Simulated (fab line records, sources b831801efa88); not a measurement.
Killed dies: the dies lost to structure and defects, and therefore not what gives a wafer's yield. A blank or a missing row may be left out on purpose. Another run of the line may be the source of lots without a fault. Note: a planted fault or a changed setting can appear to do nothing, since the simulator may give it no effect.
fab line records	flow sky130
record: lots: 6	wafers: 18	last_day: 49
route steps=708 shown METAL4@622 PAD_OPEN@708
lots that met no fault: taken from a fault-free run of the same line
start_h: start of the lot's first displayed wafer, in hours after the record's first day	wait_h: hours elapsed since this lot's preceding step	" the same as in the row above	L1.1+2: several wafers, shown together as one row	- either no value or no given start	* or withheld: withheld	< > ~ a bound
route shown NAME@n: a module of which the file shows steps, and the number in the route of the first	usual: the fault-free wafers' mean and standard deviation	same: alike in all rows	chamber/n: place in a boat	sites: readings site by site	_std_site: how widely they spread, as a standard deviation	_edge_site: mean of outer sites minus mean of inner sites	radius_mm: for every site, how far away it sits from the centre of the wafer	mask NAME#n: copy n	behind: the most recent tool/chamber to have shaped the wafer	hold: cause of the lot's hold/its duration in hours/its outcome	device: which transistor (n, p or np) failed to switch	end of line: the tests these same wafers got at the end of their route	step lacking rows: just its recipe	killed: count of dies lost to structure and defects at first sort (not the wafer's yield)	map: shows each die of a wafer: x if killed, . if not, _ if none is there
set.NAME: the run value of the setting; set.NAME@STEP: its run value at that earlier step	model.NAME: the simulator's own value behind a step, which no gauge read
lots at selected steps of the route; one table per step, one row per wafer
services: the hour from which a tool's chamber was out of use, counted from the record's first day as start_h (under 0 if before that day), plus the number of hours and why
== steps ==
step: SKY_METAL4_HMDS_06
recipe: prime_time_s: 60	prime_temp_c: 120
step: SKY_METAL4_COAT_07
recipe: resist: BARC	temp_c: withheld	time_s: withheld	spin_rpm: 3000	resist_thk_nm: 60
step: SKY_METAL4_COAT_08
recipe: resist: KrF-thick	spin_rpm: 3000	resist_thk_nm: 1140
step: SKY_METAL4_SOFTBAKE_09
recipe: temp_c: 99.37	time_s: 90	resist: KrF-thick
step: SKY_METAL4_EXPOSE_10
recipe: mask_id: MM4	na: 0.68	source_shape: annular	sigma_inner: 0.4	sigma_outer: 0.8	target_cd_nm: 300	dose_mj: 28
step: SKY_METAL4_PEB_11
recipe: peb_temp_c: withheld	peb_time_s: withheld	resist: KrF-thick
step: SKY_METAL4_DEVELOP_12
recipe: develop_time_s: 60	resist: KrF-thick	dev_temp_c: 21
step: SKY_METAL4_CD_MEAS_13
recipe: target_cd_nm: 300
usual: cd_nm: 300.0/1.3
lot.wafer	tool	chamber	start_h	wait_h	cd_nm
L408.3	cd_sem-01	-	1011.79	-	299.6
L408.4	"	-	"	"	299.7
L408.5	"	-	"	"	301.2
L410.1	cd_sem-01	-	1020.78	-	301.8
L410.5	"	-	"	"	299.8
L410.6	"	-	"	"	300.5
L412.1	cd_sem-01	-	1035.13	-	300.6
L412.2	"	-	"	"	299.6
L412.5	"	-	"	"	299.7
L414.2	cd_sem-02	-	1057.01	-	298.5
L414.4	"	-	"	"	299.1
L414.5	"	-	"	"	297.7
L422.1	cd_sem-02	-	1102.24	-	301.1
L422.5	"	-	"	"	300.7
L422.6	"	-	"	"	301.5
L423.2	cd_sem-02	-	1108.35	-	298.6
L423.4	"	-	"	"	299.7
L423.5	"	-	"	"	299.8
step: SKY_METAL4_OVL_MEAS_14
usual: METAL4_OVL: 0/4.5
lot.wafer	tool	chamber	start_h	wait_h	METAL4_OVL[nm]
L408.3	overlay-01	-	1011.89	0.1	-9
L408.4	"	-	"	"	-4
L408.5	"	-	"	"	1
L410.1	overlay-01	-	1020.90	0.1	-3
L410.5	"	-	"	"	-2
L410.6	"	-	"	"	0
L412.1	overlay-01	-	1035.25	0.1	5
L412.2	"	-	"	"	2
L412.5	"	-	"	"	4
L414.2	overlay-02	-	1057.12	0.1	3
L414.4	"	-	"	"	-5
L414.5	"	-	"	"	-5
L422.1	overlay-01	-	1102.36	0.1	3
L422.5	"	-	"	"	6
L422.6	"	-	"	"	1
L423.2	overlay-01	-	1108.45	0.1	-5
L423.4	"	-	"	"	6
L423.5	"	-	"	"	2
step: SKY_METAL4_DESCUM_15
recipe: chemistry: O2	source_power_w: 150	bias_power_w: 0	pressure_mtorr: 10	temp_c: 40	time_s: 8
usual: drypump_motor_current_A: 5.7/0.43	oes_product_au: 0.997/0.0098
lot.wafer	tool	chamber	start_h	wait_h	drypump_motor_current_A	oes_product_au	rf_hours_counter_h
L408.3	rie_metal-02	0	1011.92	0.0	5.1	1.002	-
L408.4	"	1	"	"	5.9	1.002	-
L408.5	"	0	"	"	5.1	0.997	-
L410.1	rie_metal-01	0	1020.93	0.0	5.9	1.014	16
L410.5	"	1	"	"	5.8	0.990	-
L410.6	"	0	"	"	5.9	1.019	-
L412.1	rie_metal-01	1	1035.28	0.0	5.8	0.986	21
L412.2	"	0	"	"	6.0	1.003	17
L412.5	"	1	"	"	5.8	0.986	-
L414.2	rie_metal-02	0	1057.15	0.0	5.1	0.997	0
L414.4	"	1	"	"	6.0	0.999	-
L414.5	"	0	"	"	5.1	0.994	-
L422.1	rie_metal-02	0	1102.40	0.0	5.1	0.997	3
L422.5	"	0	"	"	5.1	1.011	-
L422.6	"	0	"	"	5.1	1.005	-
L423.2	rie_metal-04	1	1108.48	0.0	5.4	0.981	14
L423.4	"	1	"	"	5.4	0.990	-
L423.5	"	1	"	"	5.4	0.981	-
step: SKY_METAL4_ETCH_16
recipe: chemistry: N2/H2	target: BARC	ion_energy_ev: 200	bias_w: 100	pressure_mtorr: 30	n2_flow_sccm: 100	h2_flow_sccm: 200	icp_w: 500	stop_on: SiO2	time_s: 88.2	target_depth_a: 600
usual: chamber_pressure_mTorr: 29.998/0.026	drypump_motor_current_A: 5.7/0.43	oes_product_au: 0.626/0.0047	throttle_valve_pct: 13.206/0.0085
lot.wafer	tool	chamber	start_h	wait_h	chamber_pressure_mTorr	drypump_motor_current_A	oes_product_au	rf_hours_counter_h	throttle_valve_pct
L408.3	rie_metal-02	0	1011.97	0.0	29.998	5.1	0.613	-	13.193
L408.4	"	1	"	"	29.996	6.0	0.630	-	13.216
L408.5	"	0	"	"	29.990	5.1	0.620	-	13.217
L410.1	rie_metal-01	0	1020.96	0.0	30.045	5.9	0.625	16	13.201
L410.5	"	1	"	"	29.995	5.8	0.625	-	13.205
L410.6	"	0	"	"	29.974	5.9	0.634	-	13.221
L412.1	rie_metal-01	1	1035.31	0.0	29.991	5.8	0.623	21	13.202
L412.2	"	0	"	"	30.020	6.0	0.621	17	13.201
L412.5	"	1	"	"	30.000	5.8	0.622	-	13.195
L414.2	rie_metal-02	0	1057.18	0.0	29.975	5.1	0.627	0	13.192
L414.4	"	1	"	"	30.011	6.0	0.633	-	13.217
L414.5	"	0	"	"	29.957	5.1	0.623	-	13.199
L422.1	rie_metal-02	0	1102.46	0.1	29.973	5.1	0.630	3	13.202
L422.5	"	0	"	"	29.946	5.1	0.624	-	13.184
L422.6	"	0	"	"	29.957	5.1	0.625	-	13.196
L423.2	rie_metal-04	1	1108.52	0.0	29.994	5.4	0.623	14	13.200
L423.4	"	1	"	"	29.964	5.4	0.634	-	13.197
L423.5	"	1	"	"	30.040	5.4	0.617	-	13.201
step: SKY_METAL4_ETCH_17
recipe: target: SiO2	stop_on: TiN	chemistry: C4F8/O2/Ar	source_w: 1500	bias_w: 1200	pressure_mtorr: 40	c4f8_flow_sccm: withheld	O2_flow_sccm: 6	Ar_flow_sccm: 300	time_s: 3.9	target_depth_a: 150
usual: chamber_pressure_mTorr: 40.00/0.035	oes_product_au: 0.753/0.0074
lot.wafer	tool	chamber	start_h	wait_h	chamber_pressure_mTorr	oes_product_au
L408.3	rie_diel-03	2	1012.04	0.0	40.03	0.745
L408.4	"	3	"	"	40.00	0.753
L408.5	"	2	"	"	39.97	0.756
L410.1	rie_diel-02	2	1021.06	0.1	40.01	0.745
L410.5	"	1	"	"	40.02	0.751
L410.6	"	2	"	"	40.07	0.747
L412.1	rie_diel-03	3	1035.41	0.1	40.02	0.757
L412.2	"	2	"	"	40.04	0.759
L412.5	"	2	"	"	39.99	0.766
L414.2	rie_diel-03	0	1057.28	0.1	40.06	0.746
L414.4	"	1	"	"	39.98	0.754
L414.5	"	3	"	"	39.94	0.755
L422.1	rie_diel-01	0	1102.66	0.2	40.02	0.748
L422.5	"	0	"	"	40.04	0.742
L422.6	"	3	"	"	39.95	0.754
L423.2	rie_diel-01	0	1108.61	0.1	39.93	0.757
L423.4	"	1	"	"	39.94	0.760
L423.5	"	3	"	"	39.97	0.760
step: SKY_METAL4_METAL_ETCH_18
recipe: target_depth_a: 8450	stop_on: SiO2	over_etch_frac: 0.3	time_s: 183.1	chemistry: Cl2/BCl3	resist_sidewall_deg: 88	pressure_mtorr: 10	icp_w: 900	bias_w: 48.5	Cl2_flow_sccm: 60	bcl3_flow_sccm: 30
usual: chamber_pressure_mTorr: 10.001/0.0094	drypump_motor_current_A: 5.6/0.45	mfc_cl2_sccm: 59.99/0.19	oes_product_au: 0.867/0.0061	throttle_valve_pct: 22.264/0.0099
lot.wafer	tool	chamber	start_h	wait_h	chamber_pressure_mTorr	drypump_motor_current_A	mfc_cl2_sccm	oes_product_au	rf_hours_counter_h	throttle_valve_pct	model.KrF-thick_of_METAL4_COAT_08.thk_nm
L408.3	rie_metal-04	0	1012.12	0.1	10.009	6.3	59.67	0.856	-	22.267	526.7
L408.4	"	1	"	"	9.991	5.4	59.88	0.861	-	22.267	535.3
L408.5	"	1	"	"	9.985	5.4	60.01	0.870	-	22.267	542.5
L410.1	rie_metal-02	1	1021.08	0.0	10.004	5.9	59.60	0.873	20	22.268	526.6
L410.5	"	1	"	"	9.982	5.9	60.00	0.871	-	22.259	525.9
L410.6	"	0	"	"	9.998	5.1	60.14	0.873	-	22.265	524.2
L412.1	rie_metal-02	1	1035.43	0.0	10.007	6.0	59.81	0.870	22	22.268	542.6
L412.2	"	1	"	"	9.995	6.0	60.08	0.861	-	22.269	541.9
L412.5	"	1	"	"	10.009	6.0	59.92	0.863	-	22.252	542.5
L414.2	rie_metal-04	0	1057.30	0.0	10.021	6.3	60.10	0.859	6	22.261	527.3
L414.4	"	0	"	"	9.991	6.3	59.90	0.867	-	22.256	526.6
L414.5	"	1	"	"	10.004	5.4	60.05	0.865	-	22.253	535.2
L422.1	rie_metal-02	0	1102.68	0.0	12.009	5.1	60.19	0.860	3	22.264	513.6
L422.5	"	0	"	"	12.007	5.1	59.99	0.861	-	22.274	512.1
L422.6	"	0	"	"	12.010	5.1	60.06	0.859	-	22.251	514.3
L423.2	rie_metal-02	0	1108.69	0.1	12.015	5.1	59.67	0.867	-	22.239	520.2
L423.4	"	0	"	"	11.995	5.1	59.81	0.874	-	22.253	518.5
L423.5	"	0	"	"	11.996	5.1	59.67	0.864	-	22.272	522.1
step: SKY_METAL4_STRIP_19
recipe: chemistry: O2/N2	power_w: 1400	pressure_mtorr: 1500	platen_temp_c: withheld	o2_flow_sccm: 3000	n2_flow_sccm: 300	overash_fraction: 0.5
usual: drypump_motor_current_A: 5.9/0.5	oes_product_au: 0.503/0.0055	strip_time_to_endpoint_s: 6.58/0.071
lot.wafer	tool	chamber	start_h	wait_h	drypump_motor_current_A	oes_product_au	rf_hours_counter_h	strip_time_to_endpoint_s
L408.3	plasma_asher-01	0	1012.27	0.1	5.4	0.502	-	6.53
L408.4	"	1	"	"	5.9	0.506	-	6.62
L408.5	"	1	"	"	5.9	0.507	-	6.67
L410.1	plasma_asher-04	0	1021.26	0.1	6.3	0.505	57	6.53
L410.5	"	1	"	"	6.2	0.503	-	6.52
L410.6	"	0	"	"	6.2	0.495	-	6.51
L412.1	plasma_asher-02	1	1035.79	0.3	6.2	0.506	88	6.70
L412.2	"	0	"	"	5.0	0.508	88	6.70
L412.5	"	0	"	"	5.0	0.501	-	6.69
L414.2	plasma_asher-02	1	1057.47	0.1	6.2	0.504	90	6.55
L414.4	"	1	"	"	6.1	0.504	-	6.54
L414.5	"	1	"	"	6.2	0.505	-	6.61
L422.1	plasma_asher-02	0	1103.03	0.3	5.0	0.496	95	6.39
L422.5	"	0	"	"	5.0	0.491	-	6.39
L422.6	"	1	"	"	6.2	0.485	-	6.43
L423.2	plasma_asher-04	1	1108.99	0.2	6.2	0.497	66	6.47
L423.4	"	0	"	"	6.3	0.496	-	6.45
L423.5	"	1	"	"	6.2	0.498	-	6.48
step: SKY_PAD_OPEN_PROBE_99
usual: defect_limited_yield: 82.5/2.1	killed_at_M0_to_M3: 43/6.8	killed_at_M4_up: 3.2/1.7	killed_at_contacts: 24/5.6	killed_at_front_end: 15/4.7	killed_at_other: 0.3/0.59	killed_dies: 86/10	killed_open: 47/6.8	killed_short: 39/6.4	sort_bin_3_pad_short: 0.9/0.42	sort_bin_5_function: 10.5/1.6	sort_bin_6_memory: 6.2/1.1	sort_n_pass: 406/10	sort_yield_pct: 82.5/2.1
same: gross_dies: 492	killed_at_back_side: 0	sort_bin_4_leakage[%]: 0	sort_bin_8_speed[%]: 0
lot.wafer	tool	chamber	start_h	wait_h	defect_limited_yield[%]	killed_at_M0_to_M3	killed_at_M4_up	killed_at_contacts	killed_at_front_end	killed_at_other	killed_dies	killed_open	killed_short	sort_bin_3_pad_short[%]	sort_bin_5_function[%]	sort_bin_6_memory[%]	sort_n_pass	sort_yield_pct[%]
L410.1	prober-01	-	1111.35	0.1	80.5	39	6	31	18	2	96	52	41	0.8	11.0	7.7	396	80.5
L410.5	prober-01	-	1111.55	0.2	85.4	31	4	23	14	0	72	40	32	0.4	8.3	5.9	420	85.4
L410.6	prober-01	-	1111.60	0.2	79.9	53	5	28	13	0	99	49	49	1.4	10.4	8.3	393	79.9
killed by level:class
L410.1 CONTACT:geometric_particle:open=9 LI_CONTACT:geometric_particle:open=8 VIA1:geometric_particle:open=8 FIELD_ISO:geometric_particle:open=6 POLY_GATE:geometric_particle:short=5 CONTACT:geometric_particle:short=5 METAL1:geometric_particle:short=5 VIA2:geometric_particle:open=5
L410.5 CONTACT:geometric_particle:open=10 VIA1:geometric_particle:open=9 LOCAL_INTERCONNECT:geometric_particle:short=7 VIA3:geometric_particle:open=6 POLY_GATE:geometric_particle:open=4 METAL2:geometric_particle:short=4 VIA3:geometric_particle:short=4 FIELD_ISO:geometric_particle:open=3
L410.6 CONTACT:geometric_particle:open=16 METAL1:geometric_particle:short=13 VIA3:geometric_particle:open=8 VIA1:geometric_particle:open=7 FIELD_ISO:geometric_particle:open=6 LI_CONTACT:geometric_particle:short=5 VIA3:geometric_particle:short=5 METAL4:geometric_particle:short=5
== services ==
tool	chamber	start_h	hours	kind
rie_diel-03	-	995.83	4.3	pm
plasma_asher-04	-	1007.02	12.2	pm
rie_metal-04	-	1023.89	2.8	pm
rie_metal-02	0	1026.25	-	clean
rie_metal-02	0	1026.25	24.7	scheduled_down
rie_metal-02	0	1026.25	24.7	vent_cycle
rie_diel-01	3	1066.40	14.3	repair
rie_metal-02	0	1070.93	26.7	repair
rie_metal-04	1	1078.22	9.3	repair
rie_diel-02	0	1080.82	6.9	repair
rie_diel-02	-	1081.95	2.8	pm
rie_diel-01	0	1085.67	3.6	repair
rie_diel-03	-	1087.25	9.0	repair
rie_diel-01	0	1093.59	7.3	repair
plasma_asher-01	-	1097.46	8.4	repair
rie_metal-01	-	1098.88	14.6	pm
rie_metal-02	1	1101.87	-	clean
rie_metal-02	1	1101.87	32.4	scheduled_down
rie_metal-02	1	1101.87	32.4	vent_cycle
== key ==
first_sign: step: SKY_METAL4_METAL_ETCH_18	reading: chamber_pressure_mTorr	direction: up	sigmas: 99+	usual: 10.001	struck: 12.005
effect none on later readings
model_effect: step: SKY_METAL4_METAL_ETCH_18	value: KrF-thick_of_METAL4_COAT_08.thk_nm	without: 530.7	struck: 516.8
met_at SKY_METAL4_METAL_ETCH_18
struck_wafers L422.1,L422.5,L422.6,L423.2,L423.4,L423.5
onset_between 1035.43 1102.68
fault: kind: process_parameter_drift	tool: rie_metal-02	chamber: -	onset_h: 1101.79	steps: SKY_METAL4_METAL_ETCH_18	channel: pressure_mtorr	offset: 2	shape: step	end_h: 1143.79	acts_in: these_recipes_only	stated: 10
